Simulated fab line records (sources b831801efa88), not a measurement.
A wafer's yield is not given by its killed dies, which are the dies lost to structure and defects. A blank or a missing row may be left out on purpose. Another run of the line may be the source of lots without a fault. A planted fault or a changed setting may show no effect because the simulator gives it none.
Which tool did it?    flow sky130    14 lots, 41 wafers sampled, at 2 steps of a route of 708

## WHAT THE GAUGES SHOWED, per wafer
SKY_VIA2_THK_MEAS_01. Usual: VIA2_HDPCVD_THK typically reads 1173 nm, with standard deviation 13.
lot   measured      on            VIA2_HDPCVD_THK (nm)  flag
L384  day 35 12:00  filmMetro-01  1196 1190 1182        
L386  day 36 06:13  filmMetro-01  1181 1170 1187        
L387  day 36 12:22  filmMetro-04  1151 1153 1148        
L392  day 38 06:23  filmMetro-04  1169 1184 1169        
L393  day 38 08:55  filmMetro-04  1071 1179             OFF
L396  day 39 00:41  filmMetro-04  1168 1162 1055        OFF
L397  day 39 17:22  filmMetro-04  1200 1190 1194        
L398  day 40 07:25  filmMetro-02  1186 1184 1194        
L399  day 40 15:11  filmMetro-04  1167 1156 1173        
L400  day 40 18:29  filmMetro-02  1174 1180 1177        
L401  day 40 23:11  filmMetro-02  1185 1181 1195        
L403  day 41 06:38  filmMetro-04  1169 1159 1159        
L405  day 41 22:36  filmMetro-04  1163 1183 1184        
L406  day 42 02:37  filmMetro-01  1152 1156 1164        

## TOOL THAT RAN EACH LOT (tool first, then ch and the chambers of the sampled wafers, then the start)
lot   SKY_VIA2_HDPCVD_00
L384  hdpcvd-01 ch 0,1,2, day 35 11:51
L386  hdpcvd-01 ch 0,1, day 36 06:04
L387  hdpcvd-02 ch 0,2, day 36 12:14
L392  hdpcvd-01 ch 0,2, day 38 06:16
L393  hdpcvd-02 ch 0,1, day 38 08:47
L396  hdpcvd-02 ch 0,1, day 39 00:34
L397  hdpcvd-01 ch 1,2, day 39 17:14
L398  hdpcvd-01 ch 0,2, day 40 07:18
L399  hdpcvd-01 ch 0,1,2, day 40 15:03
L400  hdpcvd-01 ch 1, day 40 18:17
L401  hdpcvd-01 ch 1,2, day 40 22:59
L403  hdpcvd-01 ch 1,2, day 41 06:26
L405  hdpcvd-02 ch 0,1,2, day 41 22:28
L406  hdpcvd-01 ch 1,2, day 42 02:29
- SKY_VIA2_HDPCVD_00: deposits SiO2, target thk 1180 nm, time 196.7 s.

## AS READ BY THE TOOLS THEMSELVES (means over the sampled wafers that have a number; for cases with no such wafer, the mark the record gives instead)
SKY_VIA2_HDPCVD_00. Usual: runLengthS 224.3 s, standard deviation 0.74.
lot   tool       runLengthS (s)  flag
L384  hdpcvd-01  223.9           
L386  hdpcvd-01  224.4           
L387  hdpcvd-02  225.1           
L392  hdpcvd-01  224.1           
L393  hdpcvd-02  215.6           OFF
L396  hdpcvd-02  218.2           OFF
L397  hdpcvd-01  223.9           
L398  hdpcvd-01  224.0           
L399  hdpcvd-01  224.2           
L400  hdpcvd-01  224.2           
L401  hdpcvd-01  223.8           
L403  hdpcvd-01  224.2           
L405  hdpcvd-02  224.5           
L406  hdpcvd-01  224.0           

## THE ANSWER, worked out from the rows above alone
Rule: lot off if the mean of its wafers having a number is beyond 3 standard deviations from the usual mean. Also off: a lot with no number at a reading for which 4 or more lots have one. Where the step has rows for the other lots, those lots are counted as sound. First the gauges in route order, then the tools' own readings, where a lot's mean is used as printed above. The first step at which some lot is off is used, and at that step the reading that is off furthest; a lot without a number counts as furthest.
Off: at SKY_VIA2_THK_MEAS_01 (VIA2_HDPCVD_THK), L393, L396.
A tool fits if, at a process step before that reading, it ran every lot that is off, and no sound lot after the first of them. The gauges at SKY_VIA2_THK_MEAS_01 aren't tried: what is off there is off at SKY_VIA2_HDPCVD_00 too, on other tools, and a gauge's error can't cause that. Not one of the candidates tried fits.

## WHAT THE SIMULATOR PUT IN
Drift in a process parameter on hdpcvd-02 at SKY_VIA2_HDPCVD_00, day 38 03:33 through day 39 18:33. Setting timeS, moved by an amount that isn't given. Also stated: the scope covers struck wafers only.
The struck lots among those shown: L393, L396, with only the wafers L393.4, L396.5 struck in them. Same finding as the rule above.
